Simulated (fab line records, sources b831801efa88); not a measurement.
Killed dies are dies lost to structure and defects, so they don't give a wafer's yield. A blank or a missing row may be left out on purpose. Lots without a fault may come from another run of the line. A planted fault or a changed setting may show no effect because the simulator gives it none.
fab line records | flow gf180mcu
record lots=24 wafers=72 last_day=34
route steps=602 shown V1@353 M2@376 V2@383 M3@409 M5@534
lots that met no fault: from a run of the same line without faults
start_h: hours from the record's first day to the start of the lot's first wafer shown | wait_h: hours since the lot's step before | " the same as in the row above | L1.1+2: a row that stands for several wafers | - no value, or no start given | * or withheld: withheld | < > ~ a bound
route shown NAME@n: a module of which the file shows steps, and the number in the route of the first | usual: mean/standard deviation of fault-free wafers | same: alike in all rows | chamber/n: place in a boat | sites: the reading at each site | _std_site: their standard deviation | _edge_site: outer sites' mean less inner sites' | radius_mm: how far each site lies from the wafer's centre | mask NAME#n: copy n | behind: the tool/chamber that last shaped the wafer | hold: why the lot was held/for how many hours/how that ended | device: the transistor (n, p or np) that didn't switch | end of line: the same wafers' tests at the end of the route | a step without rows: its recipe alone | killed: dies lost to structure and defects at the first sort, not the wafer's yield | map: a wafer's dies, x killed, . not, _ none there
set.NAME: the setting as run; set.NAME@STEP: as run at that earlier step | model.NAME: the simulator's own value behind a step, which no gauge read
steps of the route over a sample of lots; a table a step, a row a wafer
services: from which hour (start_h, from the record's first day; less than 0 if before it) a tool's chamber was out of use, for how many hours, and why
## steps
# step GF_V1_STRIP_18
# recipe chemistry=O2/N2 power_w=1400 pressure_mtorr=1500 platen_temp_c=250 o2_flow_sccm=3000 n2_flow_sccm=300 overash_fraction=0.5
# usual drypump_motor_current_A=5.8/0.4 heater_power_w=330/50 oes_product_au=0.593/0.0046
# columns lot.wafer tool chamber start_h wait_h drypump_motor_current_A heater_power_w oes_product_au rf_hours_counter_h
L074.1 plasma_asher-04 0 409.62 - 5.8 336 0.600 77
L074.2 " 1 " " 6.5 330 0.596 77
L074.4 " 0 " " 5.8 321 0.600 -
L075.1 plasma_asher-04 1 417.64 - 6.5 319 0.594 78
L075.2 " 0 " " 5.9 338 0.590 78
L075.3 " 1 " " 6.5 320 0.590 -
L076.2 plasma_asher-01 1 430.15 - 5.3 330 0.594 32
L076.4 " 0 " " 6.1 269 0.597 -
L076.5 " 0 " " 6.1 265 0.597 -
L077.1 plasma_asher-01 1 442.00 - 5.2 333 0.600 33
L077.3 " 0 " " 6.1 277 0.599 -
L077.4 " 1 " " 5.2 320 0.583 -
L078.1 plasma_asher-04 1 449.10 - 6.5 320 0.603 82
L078.4 " 1 " " 6.5 327 0.596 -
L078.6 " 0 " " 5.9 329 0.596 -
L079.4 plasma_asher-04 0 460.77 - 5.8 326 0.601 -
L079.5 " 0 " " 5.8 336 0.594 -
L079.6 " 1 " " 6.5 328 0.592 -
L080.1 plasma_asher-02 0 471.47 - 5.8 289 0.591 4
L080.2 " 1 " " 5.5 413 0.590 4
L080.6 " 0 " " 5.7 284 0.584 -
L081.2 plasma_asher-02 0 482.58 - 5.7 284 0.596 5
L081.5 " 1 " " 5.5 425 0.591 -
L081.6 " 0 " " 5.7 293 0.592 -
L082.1 plasma_asher-04 0 489.37 - 5.8 324 0.595 86
L082.3 " 0 " " 5.8 337 0.592 -
L082.5 " 1 " " 6.5 316 0.595 -
L083.1 plasma_asher-02 1 497.47 - 5.5 418 0.593 7
L083.3 " 0 " " 5.8 282 0.591 -
L083.4 " 1 " " 5.5 420 0.596 -
L084.1 plasma_asher-02 1 507.82 - 5.4 435 0.593 8
L084.2 " 0 " " 5.7 286 0.595 8
L084.3 " 0 " " 5.8 285 0.593 -
L085.1 plasma_asher-02 0 510.63 - 5.7 287 0.594 8
L085.3 " 1 " " 5.4 431 0.593 -
L085.5 " 0 " " 5.7 285 0.587 -
L086.1 plasma_asher-01 1 529.53 - 5.3 334 0.591 42
L086.2 " 0 " " 6.1 269 0.599 42
L086.5 " 0 " " 6.1 266 0.593 -
L087.1 plasma_asher-01 1 531.62 - 5.2 325 0.591 42
L087.3 " 1 " " 5.2 336 0.597 -
L087.6 " 0 " " 6.1 271 0.593 -
L088.2 plasma_asher-04 1 539.80 - 6.5 333 0.589 92
L088.3 " 1 " " 6.5 320 0.598 -
L088.4 " 0 " " 5.9 323 0.588 -
L089.3 plasma_asher-02 1 546.00 - 5.4 413 0.595 -
L089.4 " 0 " " 5.7 295 0.596 -
L089.6 " 0 " " 5.7 283 0.598 -
L090.1 plasma_asher-04 1 555.87 - 6.5 326 0.590 93
L090.2 " 0 " " 5.9 327 0.595 93
L090.3 " 1 " " 6.5 326 0.589 -
L091.1 plasma_asher-02 1 560.77 - 5.4 411 0.599 13
L091.3 " 0 " " 5.8 291 0.599 -
L091.5 " 1 " " 5.5 408 0.589 -
L092.1 plasma_asher-02 1 568.33 - 5.5 420 0.599 14
L092.5 " 1 " " 5.5 421 0.591 -
L092.6 " 0 " " 5.8 288 0.594 -
L093.1 plasma_asher-02 0 574.63 - 5.7 287 0.592 15
L093.3 " 1 " " 5.5 433 0.596 -
L093.5 " 0 " " 5.7 282 0.600 -
L094.1 plasma_asher-04 1 584.53 - 6.5 326 0.589 96
L094.3 " 1 " " 6.5 322 0.595 -
L094.5 " 0 " " 5.9 324 0.596 -
L095.2 plasma_asher-01 0 589.68 - 6.1 268 0.590 48
L095.3 " 1 " " 5.3 326 0.593 -
L095.4 " 0 " " 6.1 274 0.590 -
L096.2 plasma_asher-01 1 595.73 - 5.2 325 0.591 48
L096.4 " 0 " " 6.1 275 0.595 -
L096.5 " 0 " " 6.1 268 0.595 -
L097.2 plasma_asher-02 1 601.98 - 5.4 411 0.592 18
L097.4 " 1 " " 5.4 419 0.597 -
L097.6 " 1 " " 5.4 413 0.589 -
# step GF_M2_CD_MEAS_14
# recipe target_cd_nm=280
# usual cd_nm=279.8/1.2
# columns lot.wafer tool chamber start_h wait_h cd_nm
L074.1 cd_sem-02 - 434.84 0.1 280.3
L074.2 " - " " 280.2
L074.4 " - " " 280.3
L075.1 cd_sem-02 - 442.98 0.1 279.8
L075.2 " - " " 279.3
L075.3 " - " " 279.7
L076.2 cd_sem-01 - 455.96 0.1 280.6
L076.4 " - " " 281.8
L076.5 " - " " 282.0
L077.1 cd_sem-01 - 467.68 0.1 279.0
L077.3 " - " " 279.4
L077.4 " - " " 279.4
L078.1 cd_sem-01 - 473.83 0.1 277.8
L078.4 " - " " 279.0
L078.6 " - " " 279.5
L079.4 cd_sem-01 - 486.59 0.2 277.6
L079.5 " - " " 279.5
L079.6 " - " " 279.0
L080.1 cd_sem-02 - 496.91 0.1 279.1
L080.2 " - " " 279.7
L080.6 " - " " 278.9
L081.2 cd_sem-01 - 508.12 0.1 278.3
L081.5 " - " " 278.1
L081.6 " - " " 278.8
L082.1 cd_sem-02 - 514.88 0.1 280.8
L082.3 " - " " 280.7
L082.5 " - " " 281.4
L083.1 cd_sem-02 - 522.29 0.1 277.0
L083.3 " - " " 277.7
L083.4 " - " " 276.8
L084.1 cd_sem-02 - 533.04 0.1 279.3
L084.2 " - " " 279.8
L084.3 " - " " 279.2
L085.1 cd_sem-02 - 534.53 0.1 278.0
L085.3 " - " " 278.5
L085.5 " - " " 278.6
L086.1 cd_sem-02 - 553.74 0.1 278.7
L086.2 " - " " 280.1
L086.5 " - " " 278.5
L087.1 cd_sem-01 - 555.34 0.1 280.3
L087.3 " - " " 279.6
L087.6 " - " " 279.9
L088.2 cd_sem-02 - 563.30 0.1 277.9
L088.3 " - " " 279.0
L088.4 " - " " 279.1
L089.3 cd_sem-01 - 568.83 0.1 281.1
L089.4 " - " " 280.9
L089.6 " - " " 281.6
L090.1 cd_sem-02 - 579.34 0.1 278.9
L090.2 " - " " 278.1
L090.3 " - " " 278.0
L091.1 cd_sem-02 - 583.90 0.1 280.3
L091.3 " - " " 281.8
L091.5 " - " " 280.0
L092.1 cd_sem-02 - 591.43 0.1 278.9
L092.5 " - " " 281.0
L092.6 " - " " 278.5
L093.1 cd_sem-02 - 597.78 0.1 281.8
L093.3 " - " " 281.9
L093.5 " - " " 279.7
L094.1 cd_sem-02 - 607.29 0.1 280.7
L094.3 " - " " 280.2
L094.5 " - " " 281.6
L095.2 cd_sem-01 - 611.92 0.1 279.9
L095.3 " - " " 279.3
L095.4 " - " " 279.9
L096.2 cd_sem-01 - 617.86 0.1 279.3
L096.4 " - " " 280.6
L096.5 " - " " 281.4
L097.2 cd_sem-02 - 624.61 0.1 281.6
L097.4 " - " " 280.4
L097.6 " - " " 280.1
# step GF_V2_THK_MEAS_01
# recipe reads=SiO2_of_V2_CVD_00
# usual V2_CVD_00_THK=599/5.1
# columns lot.wafer tool chamber start_h wait_h V2_CVD_00_THK[nm]
L074.1 film_metro-04 - 435.75 0.1 594
L074.2 " - " " 595
L074.4 " - " " 601
L075.1 film_metro-04 - 443.88 0.0 591
L075.2 " - " " 592
L075.3 " - " " 594
L076.2 film_metro-01 - 456.84 0.0 596
L076.4 " - " " 597
L076.5 " - " " 601
L077.1 film_metro-04 - 468.57 0.0 594
L077.3 " - " " 593
L077.4 " - " " 595
L078.1 film_metro-01 - 474.73 0.0 601
L078.4 " - " " 596
L078.6 " - " " 596
L079.4 film_metro-03 - 487.51 0.0 599
L079.5 " - " " 612
L079.6 " - " " 606
L080.1 film_metro-03 - 498.14 0.0 603
L080.2 " - " " 602
L080.6 " - " " 601
L081.2 film_metro-01 - 509.17 0.1 591
L081.5 " - " " 595
L081.6 " - " " 599
L082.1 film_metro-01 - 515.90 0.0 600
L082.3 " - " " 598
L082.5 " - " " 587
L083.1 film_metro-01 - 523.18 0.0 592
L083.3 " - " " 593
L083.4 " - " " 600
L084.1 film_metro-03 - 534.10 0.1 596
L084.2 " - " " 590
L084.3 " - " " 599
L085.1 film_metro-03 - 535.42 0.0 594
L085.3 " - " " 603
L085.5 " - " " 597
L086.1 film_metro-03 - 554.67 0.0 591
L086.2 " - " " 596
L086.5 " - " " 595
L087.1 film_metro-01 - 556.30 0.1 606
L087.3 " - " " 598
L087.6 " - " " 607
L088.2 film_metro-03 - 564.18 0.0 594
L088.3 " - " " 607
L088.4 " - " " 600
L089.3 film_metro-01 - 569.71 0.1 610
L089.4 " - " " 607
L089.6 " - " " 608
L090.1 film_metro-04 - 580.23 0.0 606
L090.2 " - " " 602
L090.3 " - " " 603
L091.1 film_metro-01 - 584.88 0.0 597
L091.3 " - " " 604
L091.5 " - " " 603
L092.1 film_metro-01 - 592.45 0.1 596
L092.5 " - " " 598
L092.6 " - " " 596
L093.1 film_metro-04 - 598.67 0.0 591
L093.3 " - " " 599
L093.5 " - " " 591
L094.1 film_metro-04 - 608.18 0.0 601
L094.3 " - " " 606
L094.5 " - " " 599
L095.2 film_metro-03 - 612.80 0.0 604
L095.3 " - " " 602
L095.4 " - " " 600
L096.2 film_metro-01 - 618.74 0.0 608
L096.4 " - " " 595
L096.5 " - " " 605
L097.2 film_metro-04 - 625.49 0.0 606
L097.4 " - " " 598
L097.6 " - " " 605
# step GF_V2_CVD_02
# recipe material=SiO2 target_thk_nm=850 precursor=TEOS temp_c=400 time_s=94.851 rf_w=600
# usual heater_power_w=668/110
# columns lot.wafer tool chamber start_h wait_h heater_power_w
L074.1 pecvd-02 1 435.81 0.1 700
L074.2 " 0 " " 565
L074.4 " 0 " " 608
L075.1 pecvd-03 2 443.94 0.1 648
L075.2 " 1 " " 704
L075.3 " 0 " " 514
L076.2 pecvd-02 0 456.89 0.0 545
L076.4 " 2 " " 581
L076.5 " 1 " " 708
L077.1 pecvd-01 0 468.63 0.1 731
L077.3 " 1 " " 897
L077.4 " 2 " " 546
L078.1 pecvd-01 2 474.79 0.1 608
L078.4 " 1 " " 916
L078.6 " 0 " " 807
L079.4 pecvd-02 1 487.58 0.1 707
L079.5 " 0 " " 573
L079.6 " 2 " " 588
L080.1 pecvd-02 1 498.20 0.1 698
L080.2 " 2 " " 520
L080.6 " 0 " " 510
L081.2 pecvd-02 1 509.22 0.0 700
L081.5 " 2 " " 589
L081.6 " 0 " " 612
L082.1 pecvd-01 1 515.96 0.1 940
L082.3 " 0 " " 759
L082.5 " 0 " " 802
L083.1 pecvd-03 2 523.24 0.1 800
L083.3 " 1 " " 698
L083.4 " 1 " " 712
L084.1 pecvd-01 1 534.16 0.1 982
L084.2 " 2 " " 507
L084.3 " 0 " " 660
L085.1 pecvd-02 2 535.48 0.1 572
L085.3 " 0 " " 608
L085.5 " 0 " " 639
L086.1 pecvd-01 1 554.73 0.1 818
L086.2 " 2 " " 574
L086.5 " 2 " " 600
L087.1 pecvd-03 1 556.36 0.1 708
L087.3 " 0 " " 616
L087.6 " 1 " " 716
L088.2 pecvd-02 2 564.23 0.0 543
L088.3 " 0 " " 637
L088.4 " 1 " " 715
L089.3 pecvd-01 2 569.75 0.0 529
L089.4 " 2 " " 567
L089.6 " 1 " " 906
L090.1 pecvd-02 2 580.29 0.1 565
L090.2 " 1 " " 619
L090.3 " 0 " " 594
L091.1 pecvd-03 0 584.94 0.1 605
L091.3 " 2 " " 663
L091.5 " 1 " " 581
L092.1 pecvd-02 0 592.51 0.1 619
L092.5 " 1 " " 685
L092.6 " 2 " " 469
L093.1 pecvd-01 1 598.73 0.1 834
L093.3 " 0 " " 834
L093.5 " 1 " " 906
L094.1 pecvd-03 1 608.24 0.1 646
L094.3 " 0 " " 644
L094.5 " 0 " " 515
L095.2 pecvd-03 1 612.85 0.0 689
L095.3 " 0 " " 591
L095.4 " 1 " " 708
L096.2 pecvd-02 1 618.79 0.0 695
L096.4 " 2 " " 583
L096.5 " 1 " " 732
L097.2 pecvd-01 0 625.54 0.0 772
L097.4 " 2 " " 599
L097.6 " 1 " " 920
# step GF_M3_SPUTTER_00
# recipe material=Ti target_thk_nm=37.5 arriving_ion_energy_ev=80 substrate_temp_c=200 chamber_pressure_pa=2 power_w=4000 time_s=150
# usual cathode_dc_power_W=4000.0/0.65 throttle_valve_pct=29.9/1.3
# columns lot.wafer tool chamber start_h wait_h cathode_dc_power_W throttle_valve_pct
L074.1 pvd_sputter-04 - 462.92 0.1 4000.1 29.0
L074.2 " - " " 4000.7 31.3
L074.4 " - " " 3999.9 28.3
L075.1 pvd_sputter-01 - 469.97 0.1 4000.1 29.9
L075.2 " - " " 4000.4 27.9
L075.3 " - " " 4000.2 31.9
L076.2 pvd_sputter-01 - 482.56 0.1 4000.9 29.9
L076.4 " - " " 3999.8 29.4
L076.5 " - " " 4000.2 30.1
L077.1 pvd_sputter-03 - 495.23 0.1 4000.8 30.6
L077.3 " - " " 3999.0 30.1
L077.4 " - " " 3999.9 31.0
L078.1 pvd_sputter-01 - 501.79 0.2 3999.6 29.8
L078.4 " - " " 3999.2 29.5
L078.6 " - " " 3999.6 30.0
L079.4 pvd_sputter-03 - 512.86 0.1 4000.5 31.3
L079.5 " - " " 4000.5 30.2
L079.6 " - " " 4000.3 30.6
L080.1 pvd_sputter-01 - 523.69 0.2 4000.1 31.9
L080.2 " - " " 4000.4 29.3
L080.6 " - " " 3999.7 29.5
L081.2 pvd_sputter-01 - 534.68 0.1 4000.9 29.3
L081.5 " - " " 4000.0 29.2
L081.6 " - " " 4000.5 32.1
L082.1 pvd_sputter-01 - 541.46 0.2 4000.8 27.9
L082.3 " - " " 4000.6 31.9
L082.5 " - " " 4000.9 28.0
L083.1 pvd_sputter-01 - 547.66 0.1 3999.9 27.9
L083.3 " - " " 3999.6 29.9
L083.4 " - " " 3999.5 29.3
L084.1 pvd_sputter-03 - 558.64 0.1 4000.3 29.3
L084.2 " - " " 3999.9 30.2
L084.3 " - " " 3998.8 30.5
L085.1 pvd_sputter-01 - 560.17 0.1 4000.4 30.1
L085.3 " - " " 3999.9 28.0
L085.5 " - " " 4000.1 29.7
L086.1 pvd_sputter-03 - 578.77 0.2 4000.1 29.2
L086.2 " - " " 3998.9 31.2
L086.5 " - " " 3999.5 31.4
L087.1 pvd_sputter-04 - 580.03 0.2 4000.3 29.1
L087.3 " - " " 4000.8 31.2
L087.6 " - " " 3999.7 28.7
L088.2 pvd_sputter-03 - 587.81 0.1 3999.8 30.2
L088.3 " - " " 3999.1 31.4
L088.4 " - " " 4000.6 29.6
L089.3 pvd_sputter-01 - 593.52 0.1 3998.6 27.7
L089.4 " - " " 3999.6 29.2
L089.6 " - " " 4000.3 30.0
L090.1 pvd_sputter-04 - 603.57 0.2 4000.6 29.1
L090.2 " - " " 3999.4 29.2
L090.3 " - " " 4000.3 28.2
L091.1 pvd_sputter-01 - 607.80 0.2 3999.6 29.4
L091.3 " - " " 4000.5 27.9
L091.5 " - " " 3998.9 29.6
L092.1 pvd_sputter-01 - 616.06 0.1 4000.0 30.4
L092.5 " - " " 3999.4 31.9
L092.6 " - " " 3999.5 27.9
L093.1 pvd_sputter-01 - 621.85 0.2 4000.7 29.6
L093.3 " - " " 4000.4 28.0
L093.5 " - " " 4001.1 30.0
L094.1 pvd_sputter-04 - 631.06 0.2 3999.6 29.3
L094.3 " - " " 3999.7 28.2
L094.5 " - " " 4000.0 29.2
L095.2 pvd_sputter-01 - 634.79 0.2 3999.8 27.7
L095.3 " - " " 4001.7 32.3
L095.4 " - " " 3999.4 30.1
L096.2 pvd_sputter-01 - 641.81 0.2 4000.5 28.0
L096.4 " - " " 3998.4 31.7
L096.5 " - " " 4000.5 30.0
L097.2 pvd_sputter-01 - 647.90 0.1 4000.7 31.8
L097.4 " - " " 3999.1 29.9
L097.6 " - " " 3998.8 30.0
# step GF_M5_OVL_MEAS_08
# usual M5_OVL=3/5.6
# columns lot.wafer tool chamber start_h wait_h M5_OVL[nm]
L074.1 overlay-02 - 606.69 0.1 1
L074.2 " - " " 10
L074.4 " - " " 10
L075.1 overlay-02 - 612.37 0.1 7
L075.2 " - " " -6
L075.3 " - " " 9
L076.2 overlay-02 - 623.41 0.1 2
L076.4 " - " " 6
L076.5 " - " " 2
L077.1 overlay-02 - 633.25 0.1 5
L077.3 " - " " 5
L077.4 " - " " 4
L078.1 overlay-02 - 639.65 0.1 4
L078.4 " - " " 8
L078.6 " - " " 7
L079.4 overlay-02 - 648.20 0.1 14
L079.5 " - " " 3
L079.6 " - " " 6
L080.1 overlay-02 - 657.34 0.1 7
L080.2 " - " " 9
L080.6 " - " " 10
L081.2 overlay-01 - 666.96 0.1 5
L081.5 " - " " -2
L081.6 " - " " 1
L082.1 overlay-01 - 673.95 0.1 1
L082.3 " - " " -2
L082.5 " - " " 1
L083.1 overlay-01 - 686.55 0.1 -5
L083.3 " - " " -10
L083.4 " - " " 2
L084.1 overlay-02 - 688.64 0.1 -1
L084.2 " - " " 6
L084.3 " - " " 8
L085.1 overlay-02 - 689.10 0.1 12
L085.3 " - " " 9
L085.5 " - " " 3
L086.1 overlay-01 - 704.13 0.1 7
L086.2 " - " " 5
L086.5 " - " " 5
L087.1 overlay-02 - 705.84 0.1 -6
L087.3 " - " " -2
L087.6 " - " " 2
L088.2 overlay-02 - 712.11 0.1 3
L088.3 " - " " 10
L088.4 " - " " 3
L089.3 overlay-01 - 718.05 0.1 8
L089.4 " - " " 11
L089.6 " - " " 9
L090.1 overlay-01 - 726.02 0.1 4
L090.2 " - " " 11
L090.3 " - " " 4
L091.1 overlay-01 - 729.89 0.1 7
L091.3 " - " " 7
L091.5 " - " " 12
L092.1 overlay-01 - 735.60 0.1 5
L092.5 " - " " 0
L092.6 " - " " -1
L093.1 overlay-01 - 741.85 0.1 -4
L093.3 " - " " 5
L093.5 " - " " -3
L094.1 overlay-02 - 748.80 0.1 8
L094.3 " - " " 11
L094.5 " - " " 8
L095.2 overlay-02 - 752.22 0.1 5
L095.3 " - " " 3
L095.4 " - " " 6
L096.2 overlay-02 - 757.83 0.1 -9
L096.4 " - " " 0
L096.5 " - " " -1
L097.2 overlay-02 - 764.02 0.1 10
L097.4 " - " " 14
L097.6 " - " " 7
## services
# columns tool chamber start_h hours kind
pecvd-01 2 406.63 6.7 repair
pecvd-03 - 412.85 2.8 pm
plasma_asher-02 - 421.25 9.0 pm
pecvd-01 2 431.53 2.1 repair
pecvd-03 - 438.52 4.3 repair
pecvd-01 - 447.15 0.5 repair
plasma_asher-01 - 488.35 2.8 pm
pvd_sputter-03 - 506.99 3.8 repair
pvd_sputter-01 - 510.79 1.6 repair
pvd_sputter-01 2 520.99 - consumable_replace:kit
pvd_sputter-01 2 520.99 18.0 scheduled_down
pvd_sputter-01 2 520.99 18.0 vent_cycle
pvd_sputter-03 - 530.89 1.1 repair
pvd_sputter-04 - 532.45 3.6 repair
pvd_sputter-03 - 534.07 8.7 repair
pecvd-01 - 535.28 3.0 repair
plasma_asher-02 - 540.91 4.0 repair
pecvd-03 1 541.78 2.7 repair
plasma_asher-01 - 585.26 4.3 pm
plasma_asher-01 - 602.21 15.6 pm
pvd_sputter-03 - 613.10 4.8 repair
pecvd-03 - 614.32 1.6 repair
pvd_sputter-04 - 639.59 5.2 repair
pvd_sputter-04 - 642.30 5.5 repair
## key
fault none
